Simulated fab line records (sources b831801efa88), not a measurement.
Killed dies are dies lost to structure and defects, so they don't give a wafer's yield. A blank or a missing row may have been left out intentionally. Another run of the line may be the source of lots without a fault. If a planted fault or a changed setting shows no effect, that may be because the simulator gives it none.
What tool caused it? | flow sky130 | 12 lots with 36 wafers sampled at 4 steps, on a route of 708 steps

## WHAT THE GAUGES READ, wafer by wafer
SKY_VIA3_THK_MEAS_23: measures by xrf.
lot  | measured     | on            | VIA3_W_THK (nm)
L075 | day 39 20:34 | film_metro-02 | 397 397 399
L077 | day 40 10:56 | film_metro-04 | 385 394 390
L079 | day 41 03:26 | film_metro-02 | 405 406 405
L081 | day 41 18:31 | film_metro-01 | 398 398 404
L083 | day 42 13:23 | film_metro-02 | 391 400 398
L085 | day 42 22:30 | film_metro-01 | 404 407 406
L087 | day 43 14:28 | film_metro-04 | 396 395 398
L089 | day 44 05:08 | film_metro-02 | 396 401 404
L092 | day 44 21:03 | film_metro-02 | 394 395 395
L093 | day 45 03:44 | film_metro-02 | 399 402 397
L095 | day 45 15:46 | film_metro-02 | 390 393 395
L097 | day 46 00:56 | film_metro-02 | 387 392 389

## EACH LOT AND THE TOOL THAT RAN IT (in order: tool; ch and the chambers of the sampled wafers; start)
lot  | SKY_METAL2_SPUTTER_01        | SKY_VIA2_ETCH_14                   | SKY_VIA3_ETCH_15
L075 | pvd_sputter-04, day 34 07:24 | rie_diel-04 ch 0,1,3, day 36 13:15 | rie_diel-04 ch 0,1,3, day 39 19:35
L077 | pvd_sputter-01, day 34 20:47 | rie_diel-03 ch 0,1,2, day 37 02:36 | rie_diel-02 ch 2,3, day 40 09:59
L079 | pvd_sputter-02, day 35 14:08 | rie_diel-01 ch 0,2,3, day 37 19:54 | rie_diel-02 ch 0,1,2, day 41 02:07
L081 | pvd_sputter-04, day 36 08:13 | rie_diel-01 ch 0,1,2, day 38 12:33 | rie_diel-02 ch 0,1,3, day 41 17:31
L083 | pvd_sputter-04, day 37 03:48 | rie_diel-04 ch 0,1,2, day 39 08:33 | rie_diel-02 ch 0,1, day 42 12:26
L085 | pvd_sputter-01, day 37 14:59 | rie_diel-03 ch 0,2,3, day 39 18:24 | rie_diel-04 ch 1,2,3, day 42 21:32
L087 | pvd_sputter-04, day 38 07:59 | rie_diel-01 ch 2,3, day 40 10:42   | rie_diel-03 ch 0,2,3, day 43 13:29
L089 | pvd_sputter-01, day 38 22:48 | rie_diel-04 ch 1,2, day 41 00:45   | rie_diel-04 ch 1,2, day 44 04:08
L092 | pvd_sputter-02, day 39 17:58 | rie_diel-01 ch 1,3, day 41 19:24   | rie_diel-04 ch 1,2,3, day 44 20:04
L093 | pvd_sputter-01, day 40 01:32 | rie_diel-04 ch 1,2,3, day 42 03:29 | rie_diel-04 ch 0,1,2, day 45 02:46
L095 | pvd_sputter-02, day 40 13:11 | rie_diel-04 ch 2,3, day 42 14:34   | rie_diel-04 ch 0,2,3, day 45 14:47
L097 | pvd_sputter-02, day 41 00:43 | rie_diel-03 ch 0,1, day 43 02:15   | rie_diel-04 ch 0,1,2, day 45 23:58
- SKY_METAL2_SPUTTER_01: material TiN, target thk 20 nm, time 16.7 s.
- SKY_VIA2_ETCH_14: etches BARC in N2/H2, stops on SiO2, time 45.9 s, target depth 60 nm.
- SKY_VIA3_ETCH_15: etches SiO2 in C4F8/O2/Ar, stops on TiN, target depth 507 nm, time 78 s.

## THE ANSWER, worked out from the rows above alone
Rule: the lots themselves supply what counts as usual. The widest of any qualifying gaps counts: lots, ordered by their means at a reading, are off when they make up no more than a third of the lots, leave a main group of 4 or more, and stand apart from it by 3 or more times the standard deviation of that group's means. A main group whose means are all the same, to the digits that the tables above print for the reading, isn't used. Also off: a lot with no number at a reading for which 4 or more lots have one. The other lots that the step has rows for count as sound.
Nothing can be told from this: no lot is off at any reading shown.

## WHAT THE SIMULATOR HAD INSERTED
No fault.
